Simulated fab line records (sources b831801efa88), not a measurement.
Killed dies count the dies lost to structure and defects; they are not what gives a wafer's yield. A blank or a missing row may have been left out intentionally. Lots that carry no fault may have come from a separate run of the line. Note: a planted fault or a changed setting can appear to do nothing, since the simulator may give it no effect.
A lot that was struck, set against a sound lot | flow sky130 | 15 out of 708 route steps
Sound: these wafers, L192.2, L192.4, L192.5. Wafers struck: L185.1, L185.2, L185.5. The cause is named last.
At each step with rows: each side's tool, then ch and its chambers, then its first start. Under that, the readings that differ: sound wafers | struck wafers | difference of the means | sigmas: that difference in standard deviations of wafers without a fault.
alike: a reading whose means differ by less than 2 such deviations, as well as words and numbers matching on both sides. not compared: withheld readings; readings where some wafer has no value; bounds like >300 that might hide an equal value; numbers whose values overlap and for which the record gives no deviation.
A row with sigmas, a row that says differs or no value, or rows on one side alone: a step with any of these is where the two part. When numbers do not overlap yet have no deviation, they are printed without sigmas and do not part them. A reading that every wafer of one side lacks parts them only if that side has two wafers or more.

SKY_POLY_GATE_THK_MEAS_21:
  sound on film metro-03 at day 22 10:14; struck on film metro-04 at day 19 18:32
  alike: POLY_GATE_OXIDATION_THK
SKY_POLY_GATE_CD_MEAS_22:
  sound on cd sem-01 at day 22 10:19; struck on cd sem-01 at day 19 18:36
  alike: cd nm
then, 7 steps without rows for these wafers: SKY_LDD_N_DEHYDRATE_00 (time 60 s); SKY_LDD_N_HMDS_01 (prime time 60 s); SKY_LDD_N_COAT_02 (resist thk 300 nm); SKY_LDD_N_SOFTBAKE_03 (time 60 s); SKY_LDD_N_EXPOSE_04 (exposes mask NTM, target cd 840 nm); SKY_LDD_N_PEB_05; SKY_LDD_N_DEVELOP_06 (develop time 60 s).
SKY_LDD_N_OVL_MEAS_07:
  sound on overlay-01 at day 23 16:41; struck on overlay-02 at day 21 01:40
  alike: LDD_N_OVL
then, 2 steps without rows for these wafers: SKY_LDD_N_IMPLANT_08; SKY_LDD_N_IMPLANT_09.
SKY_LDD_N_IMPLANT_10:
  sound on implanter-01 ch 0, day 23 17:02; struck on implanter-04 ch 0, day 21 02:01
  reading            | sound                        | struck                       | difference | sigmas
  dose ions cm2      | 7.505e+13 7.491e+13 7.49e+13 | 6.932e+13 6.93e+13 6.929e+13 | -5.650e+12 | -73
  faraday current uA | 439 422 414                  | 399 392 391                  | -31        | -4
  alike: end station pressure torr
then, 1 step without rows for these wafers: SKY_LDD_N_IMPLANT_11.
-- the record jumps here: 27 days lie between the struck wafers' starts before and after (it left off in module LDD_N and takes up again in module PAD_OPEN, whose first step shown is number 708 of the route) --
SKY_PAD_OPEN_PROBE_99:
  sound on prober-02 at day 49 17:38; struck on prober-01 at day 47 23:58
  alike: killed_at_M0_to_M3, killed_at_M4_up, killed at contacts, killed at front end, killed at other, killed dies, killed open, killed short

WHERE THEY PART
Within this record, at SKY_LDD_N_IMPLANT_10 only. Later steps at which nothing parts them and some readings are alike: SKY_PAD_OPEN_PROBE_99.

WHY: the cause the simulator had injected
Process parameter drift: implanter-04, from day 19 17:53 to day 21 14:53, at SKY_LDD_N_IMPLANT_10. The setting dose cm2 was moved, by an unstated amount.
